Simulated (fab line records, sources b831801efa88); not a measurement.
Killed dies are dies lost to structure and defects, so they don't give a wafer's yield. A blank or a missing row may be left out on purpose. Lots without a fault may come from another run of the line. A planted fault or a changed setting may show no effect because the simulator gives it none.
Split-lot experiment | flow sfq_line | 5 lots, 23 wafers read, on a route of 325 steps

THE SPLIT
At SFQ_TRILAYER_I5_LITHO_COAT_144 (resist thk 650 nm), the setting spin_rpm was moved away from the recipe's 3000 rpm on 8 of the 23 wafers read, by -6.6% to +6.9%. The other wafers ran this setting at the recipe's value.

The file shows no step between the split and the reading.

THE READING
KrF_of_TRILAYER_I5_LITHO_COAT_144.thk_nm (the simulator's own value, which no gauge read), in nm, at SFQ_TRILAYER_I5_BARC_OPEN_VIA_ETCH_200 (etches BARC in O2, target depth 125 nm, time 41.7 s). The file gives no usual value for it. The 15 wafers here that ran the recipe average 573.8 nm, standard deviation 2.4 nm.

wafer  | tool, chamber at the split | spin_rpm as run, rpm | against the recipe | KrF_of_TRILAYER_I5_LITHO_COAT_144.thk_nm, nm | against lot-mates on the recipe
L074.1 | litho_track-02, 0          | 3000                 | recipe             | 575.7                                        | -
L074.2 | litho_track-02, 0          | 2803                 | -6.6%              | 599.2                                        | +24.6
L074.3 | litho_track-02, 0          | 3000                 | recipe             | 575.9                                        | -
L074.4 | litho_track-02, 0          | 3000                 | recipe             | 572.1                                        | -
L074.5 | litho_track-02, 0          | 2803                 | -6.6%              | 598.3                                        | +23.7
L075.1 | litho_track-04, 0          | 3166                 | +5.5%              | 553.5                                        | -17.5
L075.2 | litho_track-04, 0          | 3000                 | recipe             | 572.5                                        | -
L075.3 | litho_track-04, 0          | 3000                 | recipe             | 571.9                                        | -
L075.4 | litho_track-04, 0          | 3166                 | +5.5%              | 553.9                                        | -17.1
L075.6 | litho_track-04, 0          | 3000                 | recipe             | 568.5                                        | -
L076.3 | litho_track-01, 0          | 3000                 | recipe             | 576                                          | -
L076.4 | litho_track-01, 0          | 3000                 | recipe             | 576.8                                        | -
L076.6 | litho_track-01, 0          | 3000                 | recipe             | 574.9                                        | -
L081.1 | litho_track-01, 0          | 3126                 | +4.2%              | 562.2                                        | -13.2
L081.2 | litho_track-01, 0          | 3000                 | recipe             | 576.9                                        | -
L081.3 | litho_track-01, 0          | 3126                 | +4.2%              | 561.7                                        | -13.7
L081.4 | litho_track-01, 0          | 3000                 | recipe             | 573.4                                        | -
L081.6 | litho_track-01, 0          | 3000                 | recipe             | 576                                          | -
L084.1 | litho_track-01, 0          | 3000                 | recipe             | 571.3                                        | -
L084.2 | litho_track-01, 0          | 3208                 | +6.9%              | 550.6                                        | -21.5
L084.3 | litho_track-01, 0          | 3000                 | recipe             | 572.5                                        | -
L084.4 | litho_track-01, 0          | 3208                 | +6.9%              | 550.5                                        | -21.6
L084.5 | litho_track-01, 0          | 3000                 | recipe             | 572.6                                        | -

THE FIT
A straight line over all 23 wafers: KrF_of_TRILAYER_I5_LITHO_COAT_144.thk_nm changes by -3.52 nm for each +1% of spin_rpm; r = -0.98; the points scatter about the line by 2.3 nm.
The same after taking each lot's own level away (the mean of its wafers on the recipe; 23 wafers): -3.34 nm for each +1%; r = -0.99; scatter 1.4 nm.
On that fit, the largest move of spin_rpm shifts the reading by 23 nm.
The lots' own levels span 570.97 to 575.90 nm, that is 2.1 times the standard deviation above.
So the lot-to-lot level changes the slope little: the two slopes agree.
Check: with one of the wafers moved furthest among these (+6.9%) left out of the fit, the line predicts -22.9 nm for it against its lot-mates. It came out at -21.5 nm against them.

OTHER SPLITS ON THESE WAFERS
These wafers also went through other splits before the reading. Each is held against what the fit with the lots' levels taken away leaves over:
other split on the same wafers                      | wafers away from the commonest value | r with KrF_of_TRILAYER_I5_LITHO_COAT_144.thk_nm (lot level and that fit taken away)
SFQ_TRILAYER_JJ_CE_BARC_OPEN_RIE_150 pressure_mtorr | 10                                   | +0.06
SFQ_TRILAYER_M5_LITHO_EXPOSE_124 dose_mj            | 11                                   | -0.16
SFQ_TRILAYER_M5_BARC_OPEN_METAL_ETCH_161 icp_w      | 11                                   | -0.05
SFQ_TRILAYER_R5_LITHO_COAT_141 resist_thk_nm        | 10                                   | +0.18
SFQ_TRILAYER_R5_ETCH_METAL_ETCH_139 icp_w           | 5                                    | -0.05

THE WHOLE CHAIN: every reading that the file lists as answering this split, in the file's order
step                                   | what it does                                        | reading                                                                                   | change (the file's fit)              | r (the file's)
SFQ_TRILAYER_I5_LITHO_COAT_144         | resist thk 650 nm                                   | KrF_of_TRILAYER_I5_LITHO_COAT_144.thk_nm (the simulator's own value, which no gauge read) | -3.24 nm for each +1% of the setting | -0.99
SFQ_TRILAYER_I5_BARC_OPEN_VIA_ETCH_200 | etches BARC in O2, target depth 125 nm, time 41.7 s | KrF_of_TRILAYER_I5_LITHO_COAT_144.thk_nm (the simulator's own value, which no gauge read) | -3.3 nm for each +1% of the setting  | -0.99

THE FILE'S OWN FIT
KrF_of_TRILAYER_I5_LITHO_COAT_144.thk_nm changes by -3.3 nm for each +1% of spin_rpm, r = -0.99.
